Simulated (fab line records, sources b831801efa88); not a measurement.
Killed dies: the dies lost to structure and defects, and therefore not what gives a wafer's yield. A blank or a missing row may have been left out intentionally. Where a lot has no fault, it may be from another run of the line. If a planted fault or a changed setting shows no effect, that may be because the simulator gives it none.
Split-lot experiment / flow sfq-line / 23 wafers read across 5 lots, on a route 325 steps long

## THE SPLIT
At SFQ_TRILAYER_I0_VIA_LITHO_EXPOSE_032 (exposes mask I0, target cd 500 nm), the setting dose-mj was moved away from the recipe's 21.3 on 6 of the 23 wafers read, by +3.3% to +3.3%. All remaining wafers had this setting at the recipe value.

## FROM THE SPLIT TO THE READING: what the file shows between them, 2 steps
- SFQ_TRILAYER_I0_VIA_LITHO_PEB_034: peb time 60 s
- SFQ_TRILAYER_I0_VIA_LITHO_DEVELOP_033: time 60 s

## THE READING
I0.cd-nm (the simulator's own value, which no gauge read), in nm, at SFQ_TRILAYER_I0_VIA_BARC_OPEN_VIA_ETCH_046 (etches BARC in O2, target depth 125 nm, time 41.7 s). The file gives no usual value for it. The 17 wafers here that ran the recipe average 499.6 nm, standard deviation 1.4 nm.

wafer=L076.1; tool, chamber at the split=krf-scanner-02, 0; dose-mj as run=21.3; against the recipe=recipe; I0.cd-nm, nm=501.1; against lot-mates on the recipe=-
wafer=L076.2; tool, chamber at the split=krf-scanner-02, 0; dose-mj as run=21.3; against the recipe=recipe; I0.cd-nm, nm=500.7; against lot-mates on the recipe=-
wafer=L076.4; tool, chamber at the split=krf-scanner-02, 0; dose-mj as run=21.3; against the recipe=recipe; I0.cd-nm, nm=500.2; against lot-mates on the recipe=-
wafer=L076.5; tool, chamber at the split=krf-scanner-02, 0; dose-mj as run=21.3; against the recipe=recipe; I0.cd-nm, nm=502.3; against lot-mates on the recipe=-
wafer=L076.6; tool, chamber at the split=krf-scanner-02, 0; dose-mj as run=21.3; against the recipe=recipe; I0.cd-nm, nm=500.3; against lot-mates on the recipe=-
wafer=L078.1; tool, chamber at the split=krf-scanner-02, 0; dose-mj as run=21.3; against the recipe=recipe; I0.cd-nm, nm=498.3; against lot-mates on the recipe=-
wafer=L078.2; tool, chamber at the split=krf-scanner-02, 0; dose-mj as run=21.3; against the recipe=recipe; I0.cd-nm, nm=500.2; against lot-mates on the recipe=-
wafer=L078.3; tool, chamber at the split=krf-scanner-02, 0; dose-mj as run=21.3; against the recipe=recipe; I0.cd-nm, nm=499; against lot-mates on the recipe=-
wafer=L078.4; tool, chamber at the split=krf-scanner-02, 0; dose-mj as run=21.3; against the recipe=recipe; I0.cd-nm, nm=497.4; against lot-mates on the recipe=-
wafer=L078.5; tool, chamber at the split=krf-scanner-02, 0; dose-mj as run=21.3; against the recipe=recipe; I0.cd-nm, nm=497.8; against lot-mates on the recipe=-
wafer=L079.1; tool, chamber at the split=krf-scanner-01, 0; dose-mj as run=21.3; against the recipe=recipe; I0.cd-nm, nm=502; against lot-mates on the recipe=-
wafer=L079.2; tool, chamber at the split=krf-scanner-01, 0; dose-mj as run=22.01; against the recipe=+3.3%; I0.cd-nm, nm=505.1; against lot-mates on the recipe=+4.4
wafer=L079.3; tool, chamber at the split=krf-scanner-01, 0; dose-mj as run=21.3; against the recipe=recipe; I0.cd-nm, nm=499.5; against lot-mates on the recipe=-
wafer=L079.4; tool, chamber at the split=krf-scanner-01, 0; dose-mj as run=22.01; against the recipe=+3.3%; I0.cd-nm, nm=505.5; against lot-mates on the recipe=+4.8
wafer=L079.5; tool, chamber at the split=krf-scanner-01, 0; dose-mj as run=22.01; against the recipe=+3.3%; I0.cd-nm, nm=506.7; against lot-mates on the recipe=+5.9
wafer=L080.2; tool, chamber at the split=krf-scanner-01, 0; dose-mj as run=21.3; against the recipe=recipe; I0.cd-nm, nm=499.9; against lot-mates on the recipe=-
wafer=L080.3; tool, chamber at the split=krf-scanner-01, 0; dose-mj as run=21.3; against the recipe=recipe; I0.cd-nm, nm=498; against lot-mates on the recipe=-
wafer=L080.6; tool, chamber at the split=krf-scanner-01, 0; dose-mj as run=21.3; against the recipe=recipe; I0.cd-nm, nm=498.9; against lot-mates on the recipe=-
wafer=L081.1; tool, chamber at the split=krf-scanner-01, 0; dose-mj as run=21.3; against the recipe=recipe; I0.cd-nm, nm=499.7; against lot-mates on the recipe=-
wafer=L081.2; tool, chamber at the split=krf-scanner-01, 0; dose-mj as run=22; against the recipe=+3.3%; I0.cd-nm, nm=504.9; against lot-mates on the recipe=+5.9
wafer=L081.3; tool, chamber at the split=krf-scanner-01, 0; dose-mj as run=22; against the recipe=+3.3%; I0.cd-nm, nm=504.7; against lot-mates on the recipe=+5.8
wafer=L081.4; tool, chamber at the split=krf-scanner-01, 0; dose-mj as run=21.3; against the recipe=recipe; I0.cd-nm, nm=498.2; against lot-mates on the recipe=-
wafer=L081.6; tool, chamber at the split=krf-scanner-01, 0; dose-mj as run=22; against the recipe=+3.3%; I0.cd-nm, nm=504.4; against lot-mates on the recipe=+5.4

THE FIT
A straight line over all 23 wafers: I0.cd-nm changes by +1.69 nm for each +1% of dose-mj; r = +0.89; the points scatter about the line by 1.3 nm.
The same after taking each lot's own level away (the mean of its wafers on the recipe; 23 wafers): +1.62 nm for each +1%; r = +0.94; scatter 0.88 nm.
The reading moves by 5.4 nm for the largest change in dose-mj, on that fit.
From 498.54 to 500.92 nm: that is the span of the lots' own levels, equal to 1.7 times the standard deviation above.
So the lot-to-lot level changes the slope little: the two slopes agree.
Check: for one of the wafers moved furthest among these (+3.3%), held out of the fit, the line's prediction against its lot-mates is +5.62 nm. Against them it came out at +4.35 nm.

## THE OTHER SPLITS THESE WAFERS WENT THROUGH
Before the reading, these wafers also passed through other splits. Each is held against what the fit with the lots' levels taken away leaves over:
other split on the same wafers=SFQ_TRILAYER_INCOMING_OXIDATION_002 ox-time-s; wafers away from the commonest value=15; r with I0.cd-nm (lot level and that fit taken away)=+0.05
other split on the same wafers=SFQ_TRILAYER_L0_LITHO_COAT_010 spin-rpm; wafers away from the commonest value=8; r with I0.cd-nm (lot level and that fit taken away)=-0.03
other split on the same wafers=SFQ_TRILAYER_L0_ETCH_METAL_ETCH_008 time-s; wafers away from the commonest value=12; r with I0.cd-nm (lot level and that fit taken away)=-0.08
other split on the same wafers=SFQ_TRILAYER_L0_VIA_LITHO_EXPOSE_014 dose-mj; wafers away from the commonest value=11; r with I0.cd-nm (lot level and that fit taken away)=+0.21
other split on the same wafers=SFQ_TRILAYER_M0_DEP_SPUTTER_019 power-w; wafers away from the commonest value=12; r with I0.cd-nm (lot level and that fit taken away)=-0.19
other split on the same wafers=SFQ_TRILAYER_M0_ETCH_METAL_ETCH_024 bias-w; wafers away from the commonest value=11; r with I0.cd-nm (lot level and that fit taken away)=+0.07

## FILE'S OWN FIT
I0.cd-nm changes by +1.62 nm for each +1% of dose-mj, r = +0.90.
